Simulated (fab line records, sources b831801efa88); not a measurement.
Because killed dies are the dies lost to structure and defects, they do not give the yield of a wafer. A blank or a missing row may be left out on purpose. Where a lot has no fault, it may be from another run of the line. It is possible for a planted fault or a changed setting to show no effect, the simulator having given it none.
fab line records	flow sky130
[record] lots = 6	wafers = 18	lastDay = 51
route steps=708 shown SD_N@358 SD_P@359 RES_XHIGH@360 SALICIDE@361 LI_CONTACT@362 PAD_OPEN@708
lots that met no fault: taken from a fault-free run of the same line
startH: start of the lot's first displayed wafer, in hours after the record's first day	waitH: how many hours have passed since the lot's step before this one	" identical to the entry in the row above	L1.1+2: a row that stands for several wafers	- either no value or no given start	* or withheld: withheld	< > ~ a bound
route shown NAME@n: a module of which the file shows steps, and the number in the route of the first	usual: mean and standard deviation over wafers with no fault	same: alike in all rows	chamber/n: place in a boat	sites: readings site by site	_std_site: their standard deviation	_edge_site: inner sites' mean taken away from outer sites' mean	radiusMm: for every site, how far away it sits from the centre of the wafer	mask NAME#n: copy n	behind: the last tool/chamber to shape the wafer	hold: why the lot went on hold/how many hours it stayed there/how the hold came to an end	device: whichever transistor did not switch (one of n, p or np)	end of line: the same wafers' tests at the end of the route	step lacking rows: just its recipe	killed: the dies lost at the first sort to structure and to defects; this is not the yield of the wafer	map: per-die view of a wafer (x killed, . not killed, _ where there is no die)
set.NAME: setting as actually run; set.NAME@STEP: the setting as run at that earlier step	model.NAME: the simulator's own value behind a step, which no gauge read
lots at selected steps of the route; one table per step, one row per wafer
services: from which hour (startH, from the record's first day; less than 0 if before it) a tool's chamber was out of use, for how many hours, and why
[[steps]]
[step SKY_SD_N_RS_MEAS_16]
[recipe] thkMeasGauge = four-point-probe
[usual] SD_N_RS = 68.53/0.11
lot.wafer	tool	chamber	startH	waitH	SD_N_RS[ohm/sq]
L632.1	filmMetro-01	-	718.34	0.1	68.54
L632.3	"	-	"	"	68.62
L632.4	"	-	"	"	68.65
L635.1	filmMetro-04	-	746.96	0.1	68.69
L635.4	"	-	"	"	68.69
L635.6	"	-	"	"	68.62
L638.4	filmMetro-01	-	772.87	0.1	68.55
L638.5	"	-	"	"	68.70
L638.6	"	-	"	"	68.63
L645.1	filmMetro-02	-	823.35	0.1	68.61
L645.2	"	-	"	"	68.40
L645.6	"	-	"	"	68.49
L647.2	filmMetro-04	-	833.82	0.1	68.67
L647.5	"	-	"	"	68.48
L647.6	"	-	"	"	68.58
L648.1	filmMetro-04	-	834.70	0.1	68.64
L648.2	"	-	"	"	68.59
L648.5	"	-	"	"	68.49
[step SKY_SD_N_RS_MEAS_17]
[recipe] thkMeasGauge = four-point-probe
[usual] SD_P_RS = 147.1/0.37
lot.wafer	tool	chamber	startH	waitH	SD_P_RS[ohm/sq]
L632.1	filmMetro-01	-	718.46	0.1	146.9
L632.3	"	-	"	"	147.1
L632.4	"	-	"	"	147.2
L635.1	filmMetro-04	-	747.08	0.1	147.4
L635.4	"	-	"	"	147.2
L635.6	"	-	"	"	147.4
L638.4	filmMetro-01	-	772.99	0.1	146.9
L638.5	"	-	"	"	147.7
L638.6	"	-	"	"	147.7
L645.1	filmMetro-02	-	823.47	0.1	146.9
L645.2	"	-	"	"	146.7
L645.6	"	-	"	"	146.7
L647.2	filmMetro-04	-	833.94	0.1	147.4
L647.5	"	-	"	"	147.4
L647.6	"	-	"	"	147.2
L648.1	filmMetro-04	-	834.82	0.1	147.1
L648.2	"	-	"	"	146.7
L648.5	"	-	"	"	146.7
[step SKY_SD_N_RS_MEAS_18]
[recipe] thkMeasGauge = four-point-probe
[usual] RES_XHIGH_RS = 333.1/1.3
lot.wafer	tool	chamber	startH	waitH	RES_XHIGH_RS[ohm/sq]
L632.1	filmMetro-01	-	718.58	0.1	332.9
L632.3	"	-	"	"	332.0
L632.4	"	-	"	"	332.8
L635.1	filmMetro-04	-	747.20	0.1	331.3
L635.4	"	-	"	"	330.5
L635.6	"	-	"	"	330.3
L638.4	filmMetro-01	-	773.11	0.1	333.0
L638.5	"	-	"	"	332.4
L638.6	"	-	"	"	333.4
L645.1	filmMetro-02	-	823.59	0.1	333.1
L645.2	"	-	"	"	332.1
L645.6	"	-	"	"	332.8
L647.2	filmMetro-04	-	834.06	0.1	334.7
L647.5	"	-	"	"	334.9
L647.6	"	-	"	"	333.8
L648.1	filmMetro-04	-	834.94	0.1	332.6
L648.2	"	-	"	"	333.7
L648.5	"	-	"	"	332.9
[step SKY_SALICIDE_CLEAN_00]
[recipe] chemistry = HF-last	timeS = 30	dilution = 100:1	dry = ipaMarangoni
[step SKY_LI_CONTACT_HDPCVD_00]
[recipe] material = PSG	targetThkNm = 930	sigmaOpenFrac = 0.3	timeS = 155	tempC = 600	sih4FlowSccm = 60	pressureMtorr = 6
[step SKY_LI_CONTACT_THK_MEAS_01]
[recipe] reads = PSG_of_LI_CONTACT_HDPCVD_00
[usual] LI_CONTACT_HDPCVD_THK = 925/10
lot.wafer	tool	chamber	startH	waitH	LI_CONTACT_HDPCVD_THK[nm]
L632.1	filmMetro-04	-	718.82	0.1	927
L632.3	"	-	"	"	906
L632.4	"	-	"	"	932
L635.1	filmMetro-02	-	747.44	0.1	935
L635.4	"	-	"	"	922
L635.6	"	-	"	"	928
L638.4	filmMetro-04	-	773.32	0.0	935
L638.5	"	-	"	"	938
L638.6	"	-	"	"	922
L645.1	filmMetro-04	-	823.83	0.1	938
L645.2	"	-	"	"	936
L645.6	"	-	"	"	922
L647.2	filmMetro-04	-	834.29	0.1	906
L647.5	"	-	"	"	926
L647.6	"	-	"	"	904
L648.1	filmMetro-01	-	835.18	0.1	906
L648.2	"	-	"	"	902
L648.5	"	-	"	"	923
[step SKY_LI_CONTACT_CMP_02]
[recipe] material = PSG	downForcePsi = 4	platenRpm = 60	padVelocityMS = 0.94248
[usual] motorCurrentA = 11.7/0.89	retainingRingPressureFrac = 1.000/0.0055	timeToEndpointS = 31.2/2.3
lot.wafer	tool	chamber	startH	waitH	motorCurrentA	retainingRingPressureFrac	timeToEndpointS
L632.1	cmp-02	1	718.88	0.1	11.9	0.996	33.4
L632.3	"	2	"	"	10.4	1.001	31.3
L632.4	"	3	"	"	10.9	0.993	29.2
L635.1	cmp-01	3	747.55	0.1	12.2	1.001	33.9
L635.4	"	1	"	"	11.8	1.004	31.8
L635.6	"	3	"	"	12.3	1.003	31.1
L638.4	cmp-01	3	773.45	0.1	12.9	0.995	30.3
L638.6	"	1	"	"	11.8	0.992	29.5
L638.5	"	2	"	"	11.5	0.996	33.2
L645.2	cmp-01	3	823.94	0.1	13.3	0.998	29.5
L645.1	"	0	"	"	11.0	1.017	35.2
L645.6	"	3	"	"	12.7	0.995	31.7
L647.2	cmp-02	3	834.44	0.1	10.6	0.995	30.8
L647.5	"	1	"	"	11.6	1.006	34.1
L647.6	"	2	"	"	10.6	0.990	31.9
L648.1	cmp-02	2	835.24	0.1	10.9	0.998	29.2
L648.2	"	0	"	"	12.6	0.997	28.2
L648.5	"	3	"	"	10.2	0.997	31.9
[step SKY_LI_CONTACT_BOW_MEAS_03]
[recipe] mode = bow
[usual] LI_CONTACT_BOW = 55/6.8
lot.wafer	tool	chamber	startH	waitH	LI_CONTACT_BOW[um]
L632.1	filmMetro-02	-	719.18	0.2	51
L632.3	"	-	"	"	59
L632.4	"	-	"	"	47
L635.1	filmMetro-04	-	747.80	0.2	43
L635.4	"	-	"	"	41
L635.6	"	-	"	"	56
L638.4	filmMetro-01	-	773.71	0.2	68
L638.5	"	-	"	"	68
L638.6	"	-	"	"	53
L645.1	filmMetro-02	-	824.19	0.1	52
L645.2	"	-	"	"	53
L645.6	"	-	"	"	61
L647.2	filmMetro-01	-	834.66	0.2	56
L647.5	"	-	"	"	55
L647.6	"	-	"	"	42
L648.1	filmMetro-02	-	835.54	0.2	62
L648.2	"	-	"	"	64
L648.5	"	-	"	"	53
[step SKY_LI_CONTACT_DEHYDRATE_04]
[recipe] tempC = 200	timeS = 60
[step SKY_LI_CONTACT_HMDS_05]
[recipe] primeTimeS = 60	primeTempC = 120
[step SKY_LI_CONTACT_COAT_06]
[recipe] resist = BARC	tempC = withheld	timeS = withheld	spinRpm = 3000	resistThkNm = 60
[step SKY_LI_CONTACT_COAT_07]
[recipe] resist = KrF-thick	spinRpm = 3000	resistThkNm = 450
[step SKY_LI_CONTACT_SOFTBAKE_08]
[recipe] tempC = 100	timeS = 90	resist = KrF-thick
[usual] exhaustPa = 44.9/0.87	heaterPowerTotalW = 57.34/0.13	plateTempC = 100.02/0.12	runLengthS = 119.12/0.3
lot.wafer	tool	chamber	startH	waitH	exhaustPa	heaterPowerTotalW	plateTempC	runLengthS
L632.1	lithoTrack-01	0	733	-	46.1	57.30	99.90	119.28
L632.3	"	0	"	"	45.5	57.22	100.00	119.41
L632.4	"	0	"	"	45.5	57.40	100.04	119.27
L635.1	lithoTrack-01	0	761	-	44.9	57.49	100.22	119.42
L635.4	"	0	"	"	44.1	57.22	100.13	119.29
L635.6	"	0	"	"	45.8	57.49	100.00	119.22
L638.4	lithoTrack-04	0	787	-	44.5	57.31	100.11	119.18
L638.5	"	0	"	"	45.6	57.29	100.14	119.20
L638.6	"	0	"	"	45.8	57.39	99.95	119.26
L645.1	lithoTrack-01	0	837	-	44.5	57.47	100.09	119.36
L645.2	"	0	"	"	44.6	57.12	100.00	119.28
L645.6	"	0	"	"	44.4	57.44	99.85	119.57
L647.2	lithoTrack-01	0	847	-	45.1	57.23	99.74	119.31
L647.5	"	0	"	"	43.8	58.19	-	115.37
L647.6	"	0	"	"	43.3	58.13	-	115.26
L648.1	lithoTrack-01	0	848	-	43.1	57.27	100.04	119.55
L648.2	"	0	"	"	43.7	57.28	100.17	119.23
L648.5	"	0	849	-	43.7	58.00	-	115.30
[step SKY_LI_CONTACT_EXPOSE_09]
[recipe] maskId = LICM1	na = 0.8	sourceShape = annular	sigmaInner = 0.55	sigmaOuter = 0.85	targetCdNm = 170	doseMj = 38
[step SKY_PAD_OPEN_PROBE_99]
[usual] killed_at_M0_to_M3 = 44/7.2	killed_at_M4_up = 2.9/1.8	killedAtContacts = 24/5.2	killedAtFrontEnd = 15/4	killedAtOther = 0.2/0.49	killedDies = 85/9.1	killedOpen = 47/6.8	killedShort = 38/5.7
[same] grossDies = 492	killedAtBackSide = 0
lot.wafer	tool	chamber	startH	waitH	killed_at_M0_to_M3	killed_at_M4_up	killedAtContacts	killedAtFrontEnd	killedAtOther	killedDies	killedOpen	killedShort
L632.1	prober-02	-	1136.42	0.1	40	1	26	15	0	82	47	35
L632.3	prober-02	-	1136.52	0.2	41	1	25	9	1	77	46	31
L632.4	prober-02	-	1136.57	0.2	58	2	25	13	1	99	54	45
L635.1	prober-02	-	1156.84	0.1	42	0	16	12	0	70	42	28
L635.4	prober-02	-	1156.99	0.2	33	5	26	16	0	80	42	38
L635.6	prober-02	-	1157.09	0.2	44	3	17	10	0	74	42	32
L638.4	prober-01	-	1175.42	0.2	39	2	24	20	1	86	48	38
L638.5	prober-01	-	1175.47	0.2	26	5	29	20	1	81	37	44
L638.6	prober-01	-	1175.52	0.2	29	1	25	10	2	67	39	28
L645.1	prober-02	-	1205.45	0.1	34	5	16	10	0	65	36	29
L645.2	prober-02	-	1205.50	0.1	49	1	24	7	0	81	48	33
L645.6	prober-02	-	1205.70	0.2	45	1	20	10	0	76	38	38
L647.2	prober-02	-	1212.96	0.1	40	2	14	14	1	71	40	31
L647.5	prober-02	-	1213.11	0.2	40	5	21	11	0	77	46	31
L647.6	prober-02	-	1213.16	0.2	53	3	14	14	0	84	50	34
L648.1	prober-01	-	1213.78	0.1	47	6	22	10	1	86	46	40
L648.2	prober-01	-	1213.83	0.1	50	4	30	13	0	97	48	49
L648.5	prober-01	-	1213.98	0.2	52	7	24	12	0	95	59	36
// killed by level:class
L632.1 CONTACT:geometricParticle:open=13 VIA1:geometricParticle:open=10 VIA2:geometricParticle:open=7 FIELD_ISO:geometricParticle:short=6 LI_CONTACT:geometricParticle:open=5 METAL1:geometricParticle:short=5 VIA1:geometricParticle:short=5 LOCAL_INTERCONNECT:geometricParticle:short=4
L632.3 VIA1:geometricParticle:open=14 LI_CONTACT:geometricParticle:open=9 VIA3:geometricParticle:open=8 CONTACT:geometricParticle:short=6 METAL3:geometricParticle:short=5 CONTACT:geometricParticle:open=4 METAL2:geometricParticle:short=4 VIA2:geometricParticle:open=4
L632.4 VIA2:geometricParticle:open=10 VIA1:geometricParticle:open=10 CONTACT:geometricParticle:open=10 VIA3:geometricParticle:open=10 CONTACT:geometricParticle:short=6 METAL1:geometricParticle:short=6 METAL2:geometricParticle:short=6 VIA2:geometricParticle:short=6
L635.1 VIA1:geometricParticle:open=15 CONTACT:geometricParticle:open=9 METAL1:geometricParticle:short=6 VIA1:geometricParticle:short=6 POLY_GATE:geometricParticle:short=5 METAL2:geometricParticle:short=5 VIA3:geometricParticle:open=5 FIELD_ISO:geometricParticle:open=3
L635.4 LI_CONTACT:geometricParticle:open=11 VIA3:geometricParticle:open=7 VIA1:geometricParticle:open=6 CONTACT:geometricParticle:open=5 METAL1:geometricParticle:short=5 METAL4:geometricParticle:short=4 LI_CONTACT:geometricParticle:short=4 VIA1:geometricParticle:short=4
L635.6 CONTACT:geometricParticle:open=8 VIA1:geometricParticle:open=8 VIA1:geometricParticle:short=7 VIA2:geometricParticle:open=5 LI_CONTACT:geometricParticle:open=4 METAL1:geometricParticle:short=4 METAL2:geometricParticle:short=4 VIA3:geometricParticle:open=4
L638.4 CONTACT:geometricParticle:open=10 POLY_GATE:geometricParticle:open=9 VIA1:geometricParticle:open=9 VIA2:geometricParticle:open=7 LI_CONTACT:geometricParticle:open=6 METAL2:geometricParticle:short=6 CONTACT:geometricParticle:short=5 METAL1:geometricParticle:short=5
L638.5 LOCAL_INTERCONNECT:geometricParticle:short=7 VIA1:geometricParticle:open=7 CONTACT:geometricParticle:open=7 FIELD_ISO:geometricParticle:short=6 VIA1:geometricParticle:short=6 LI_CONTACT:geometricParticle:open=5 METAL4:geometricParticle:short=4 LI_CONTACT:geometricParticle:short=4
L638.6 CONTACT:geometricParticle:open=8 VIA1:geometricParticle:open=7 LI_CONTACT:geometricParticle:open=7 LOCAL_INTERCONNECT:geometricParticle:short=5 VIA1:geometricParticle:short=4 FIELD_ISO:geometricParticle:short=3 POLY_GATE:geometricParticle:short=3 CONTACT:geometricParticle:short=3
L645.1 VIA1:geometricParticle:open=10 VIA3:geometricParticle:open=7 CONTACT:geometricParticle:open=6 VIA1:geometricParticle:short=6 LOCAL_INTERCONNECT:geometricParticle:short=5 VIA2:geometricParticle:open=4 FIELD_ISO:geometricParticle:short=3 FIELD_ISO:geometricParticle:open=3
L645.2 VIA3:geometricParticle:open=10 VIA1:geometricParticle:open=10 CONTACT:geometricParticle:open=9 LOCAL_INTERCONNECT:geometricParticle:short=5 METAL2:geometricParticle:short=5 METAL1:geometricParticle:short=5 POLY_GATE:geometricParticle:open=4 LI_CONTACT:geometricParticle:open=4
L645.6 VIA1:geometricParticle:open=12 LI_CONTACT:geometricParticle:short=6 VIA3:geometricParticle:open=6 CONTACT:geometricParticle:open=5 VIA1:geometricParticle:short=5 METAL2:geometricParticle:short=5 VIA2:geometricParticle:open=5 METAL3:geometricParticle:short=5
L647.2 VIA3:geometricParticle:open=11 VIA1:geometricParticle:open=7 CONTACT:geometricParticle:open=5 METAL1:geometricParticle:short=5 FIELD_ISO:geometricParticle:open=4 METAL3:geometricParticle:short=4 LOCAL_INTERCONNECT:geometricParticle:short=4 VIA1:geometricParticle:short=4
L647.5 VIA1:geometricParticle:open=9 CONTACT:geometricParticle:open=8 VIA2:geometricParticle:open=7 METAL1:geometricParticle:short=6 LI_CONTACT:geometricParticle:short=5 VIA3:geometricParticle:open=5 VIA1:geometricParticle:short=4 POLY_GATE:geometricParticle:short=3
L647.6 VIA1:geometricParticle:open=15 METAL1:geometricParticle:short=11 VIA3:geometricParticle:open=10 POLY_GATE:geometricParticle:open=7 VIA2:geometricParticle:open=6 LOCAL_INTERCONNECT:geometricParticle:short=4 CONTACT:geometricParticle:open=4 METAL2:geometricParticle:short=4
L648.1 CONTACT:geometricParticle:open=9 VIA1:geometricParticle:open=9 VIA3:geometricParticle:open=9 METAL2:geometricParticle:short=7 CONTACT:geometricParticle:short=6 VIA1:geometricParticle:short=4 POLY_GATE:geometricParticle:short=4 METAL1:geometricParticle:short=4
L648.2 CONTACT:geometricParticle:open=14 VIA2:geometricParticle:open=8 METAL2:geometricParticle:short=8 CONTACT:geometricParticle:short=7 METAL1:geometricParticle:short=6 VIA1:geometricParticle:open=6 FIELD_ISO:geometricParticle:open=5 VIA1:geometricParticle:short=5
L648.5 CONTACT:geometricParticle:open=12 VIA1:geometricParticle:open=9 VIA3:geometricParticle:open=8 METAL1:geometricParticle:short=7 VIA2:geometricParticle:open=6 METAL2:geometricParticle:short=6 LI_CONTACT:geometricParticle:open=5 METAL4:geometricParticle:short=4
[[services]]
tool	chamber	startH	hours	kind
cmp-01	-	722.92	1.6	repair
cmp-01	-	749.50	4.0	pm
cmp-01	-	753.50	-	consumableReplace:conditioner
cmp-01	-	753.50	-	consumableReplace:pad
cmp-02	-	773.32	1.6	repair
cmp-02	-	844.01	6.1	repair
[[key]]
[firstSign] step = SKY_LI_CONTACT_SOFTBAKE_08	reading = runLengthS	direction = down	sigmas = 13	usual = *	struck = *
[effect] step = SKY_LI_CONTACT_SOFTBAKE_08	reading = heaterPowerTotalW	direction = up	sigmas = 6.1	usual = *	struck = *
metAt SKY_LI_CONTACT_SOFTBAKE_08
struckWafers L647.5,L647.6,L648.5
testerLeftOut L647,L648
onsetBetween 837 847
[fault] kind = processParameterDrift	tool = lithoTrack-01	chamber = -	onsetH = 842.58	steps = SKY_LI_CONTACT_SOFTBAKE_08	channel = timeS	offset = *	shape = step	endH = 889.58	scope = struckWafersOnly	actsIn = *	stated = *
// testerLeftOut: of these lots the tester's yield and bins aren't shown, on N5 and GAA mostly nor the transistor test; their killed dies are dies lost to structure and defects alone, not to doping, threshold or leakage, so they don't give the yield
